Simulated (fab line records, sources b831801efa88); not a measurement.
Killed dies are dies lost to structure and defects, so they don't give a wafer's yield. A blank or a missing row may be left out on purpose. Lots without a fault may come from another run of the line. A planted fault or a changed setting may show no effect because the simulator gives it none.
A struck lot beside a sound one | flow sky130 | 43 steps out of a route of 708
Sound: wafers L626.2, L626.3, L626.6. Struck: wafer L644.6. (L644.1, L644.5 of the same lot were not struck and are left out.) The cause comes at the end.
At each step with rows: each side's tool, then ch and its chambers, then its first start. Under that, the readings that differ: sound wafers | struck wafers | difference of the means | sigmas: that difference in standard deviations of wafers without a fault.
alike: readings whose means differ by less than 2 such deviations, and words and numbers that are the same on both sides. not compared: withheld readings, readings that some wafer has no value for, bounds like >300 that may hide the same value, and numbers for which the record gives no deviation and whose values overlap.
The two part at a step that has a row with sigmas, a row that says differs or no value, or rows on one side only. Numbers that don't overlap but have no deviation are shown without sigmas and don't part them. A reading that every wafer of one side lacks parts them only if that side has two wafers or more.

first, 5 steps without rows for these wafers: SKY_VIA3_STRIP_16 (strips in O2/N2); SKY_VIA3_STRIP_17 (strips in post etch residue remover, time 1200 s); SKY_VIA3_CLEAN_18 (cleans in IPA, time 180 s); SKY_VIA3_CLEAN_19 (cleans in O3/DIW); SKY_VIA3_SPUTTER_20 (material TiN, target thk 20 nm, time 80 s).
SKY_VIA3_CVD_21: deposits W, target thk 390 nm, time 117.31 s.
  sound on cvd_w-02 ch 0,1, day 40 00:19; struck on cvd_w-02 ch 1, day 45 03:20
  alike: heater_power_w
  not compared: since_wet_clean_h
SKY_VIA3_RS_MEAS_22: measures by four-point-probe.
  sound on film_metro-04, day 40 00:28; struck on film_metro-04, day 45 03:27
  reading            | sound                | struck | difference | sigmas
  VIA3_W_RS (ohm/sq) | 0.2876 0.2886 0.2858 | 0.2933 | +0.0060    | +2
SKY_VIA3_THK_MEAS_23: measures by xrf.
  sound on film_metro-04, day 40 00:34; struck on film_metro-04, day 45 03:34
  reading         | sound       | struck | difference | sigmas
  VIA3_W_THK (nm) | 396 398 403 | 389    | -10        | -2
SKY_VIA3_CMP_24: polishes, stops on SiO2, t overpolish 20 s, target thk 0 nm.
  sound on cmp-01 ch 0,2, day 40 00:37; struck on cmp-01 ch 2, day 45 03:38
  reading              | sound                | struck | difference | sigmas
  overpolish_run_s (s) | 19.998 20.007 20.010 | 19.984 | -0.021     | -2
  alike: motor_current_A, platen_rpm, time_to_endpoint_s
then, 3 steps without rows for these wafers: SKY_METAL4_SPUTTER_00 (material Ti, target thk 15 nm, time 10 s); SKY_METAL4_SPUTTER_01 (material TiN, target thk 20 nm, time 16.7 s); SKY_METAL4_SPUTTER_02 (material AlCu, target thk 735 nm, time 39.1 s).
SKY_METAL4_SPUTTER_03: material Ti, target thk 5 nm, time 3.3 s.
  sound on pvd_sputter-01, day 40 01:01; struck on pvd_sputter-04, day 45 04:01
  alike: throttle_valve_pct
SKY_METAL4_SPUTTER_04: material TiN, target thk 70 nm, time 58.3 s.
  sound on pvd_sputter-01, day 40 01:02; struck on pvd_sputter-04, day 45 04:02
  alike: throttle_valve_pct
SKY_CAP2M_CVD_00: deposits SiO2, target thk 15.5 nm.
  sound on pecvd-02 ch 0, day 40 01:05; struck on pecvd-02 ch 1, day 45 04:05
  alike: heater_power_w, rf_fwd_power_W
SKY_CAP2M_THK_MEAS_01:
  sound on film_metro-01, day 40 01:07; struck on film_metro-01, day 45 04:07
  alike: CAP2M_CVD_00_THK
then, 1 step without rows for these wafers: SKY_CAP2M_SPUTTER_02 (material TiN, target thk 200 nm, time 166.7 s).
SKY_CAP2M_RS_MEAS_03: measures by four-point-probe.
  sound on film_metro-03, day 40 01:18; struck on film_metro-03, day 45 04:16
  alike: CAP2M_TIN_RS
SKY_CAP2M_THK_MEAS_04: measures by xrf.
  sound on film_metro-03, day 40 01:25; struck on film_metro-03, day 45 04:23
  alike: CAP2M_TIN_THK
then, 7 steps without rows for these wafers: SKY_CAP2M_DEHYDRATE_05 (time 60 s); SKY_CAP2M_HMDS_06 (prime time 60 s); SKY_CAP2M_COAT_07 (resist thk 1140 nm); SKY_CAP2M_SOFTBAKE_08 (time 60 s); SKY_CAP2M_EXPOSE_09 (exposes mask CAP2M, target cd 1000 nm); SKY_CAP2M_PEB_10; SKY_CAP2M_DEVELOP_11 (develop time 60 s).
SKY_CAP2M_OVL_MEAS_12:
  sound on overlay-02, day 41 01:32; struck on overlay-01, day 46 01:25
  alike: CAP2M_OVL
SKY_CAP2M_METAL_ETCH_13: etches TiN in Cl2/BCl3, stops on SiO2, target depth 220 nm, time 62.9 s.
  sound on rie_metal-02 ch 1, day 41 01:34; struck on rie_metal-03 ch 1, day 46 01:27
  alike: drypump_motor_current_A, oes_product_au, rf_fwd_power_W, throttle_valve_pct
  not compared: rf_hours_counter_h
then, 12 steps without rows for these wafers: SKY_CAP2M_STRIP_14 (strips in O2/N2); SKY_CAP2M_STRIP_15 (strips in post etch residue remover, time 1200 s); SKY_CAP2M_CLEAN_16 (cleans in IPA, time 180 s); SKY_CAP2M_CLEAN_17 (cleans in O3/DIW); SKY_METAL4_DEHYDRATE_05 (time 60 s); SKY_METAL4_HMDS_06 (prime time 60 s); SKY_METAL4_COAT_07 (resist thk 60 nm); SKY_METAL4_COAT_08 (resist thk 1140 nm); SKY_METAL4_SOFTBAKE_09 (time 90 s); SKY_METAL4_EXPOSE_10 (exposes mask MM4, target cd 300 nm); SKY_METAL4_PEB_11; SKY_METAL4_DEVELOP_12 (develop time 60 s).
SKY_METAL4_CD_MEAS_13: target cd 300 nm.
  sound on cd_sem-01, day 42 02:12; struck on cd_sem-01, day 46 23:23
  reading    | sound             | struck | difference | sigmas
  cd_nm (nm) | 302.6 303.1 301.6 | 299.1  | -3.3       | -3
SKY_METAL4_OVL_MEAS_14:
  sound on overlay-01, day 42 02:19; struck on overlay-02, day 46 23:31
  alike: METAL4_OVL
-- the record jumps here: 3 days lie between the struck wafers' starts before and after (it left off in module METAL4 and takes up again in module PAD_OPEN, whose first step shown is number 708 of the route) --
SKY_PAD_OPEN_PROBE_99:
  sound on prober-01, day 46 03:48; struck on prober-01, day 50 07:45
  reading                               | sound               | struck | difference | sigmas
  defect_limited_yield (%)              | 83.5 85.0 82.7      | 75.2   | -8.5       | -4
  killed_at_M4_up                       | 6 2 1               | 40     | +37        | +22
  killed_dies                           | 81 74 85            | 122    | +42        | +4
  killed_on_rim                         | 13 10 12            | 29     | +17        | +5
  sort_bin_3_pad_short (%)              | 0.4 0.2 1.0         | 4.5    | +4.0       | +9
  sort_bin_5_function (%)               | 9.8 9.6 9.1         | 13.8   | +4.3       | +3
  sort_n_pass                           | 411 418 407         | 370    | -42        | -4
  sort_yield_pct (%)                    | 83.5 85.0 82.7      | 75.2   | -8.5       | -4
  model.etest.tester.sort_n_pass        | 411 418 407         | 370    | -42        |
  model.etest.tester.sort_yield_pct (%) | 83.54 84.96 82.72   | 75.2   | -8.5       |
  model.etest.tester.sort_bin_5_pct (%) | 9.756 9.553 9.146   | 13.82  | +4.33      |
  model.etest.tester.sort_bin_3_pct (%) | 0.4065 0.2033 1.016 | 4.472  | +3.930     |
  alike: killed_at_M0_to_M3, killed_at_contacts, killed_at_front_end, killed_at_other, killed_open, killed_short, sort_bin_6_memory

WHERE THEY PART
First at SKY_VIA3_RS_MEAS_22; last, within this record, at SKY_PAD_OPEN_PROBE_99.

WHY: what the simulator had put in
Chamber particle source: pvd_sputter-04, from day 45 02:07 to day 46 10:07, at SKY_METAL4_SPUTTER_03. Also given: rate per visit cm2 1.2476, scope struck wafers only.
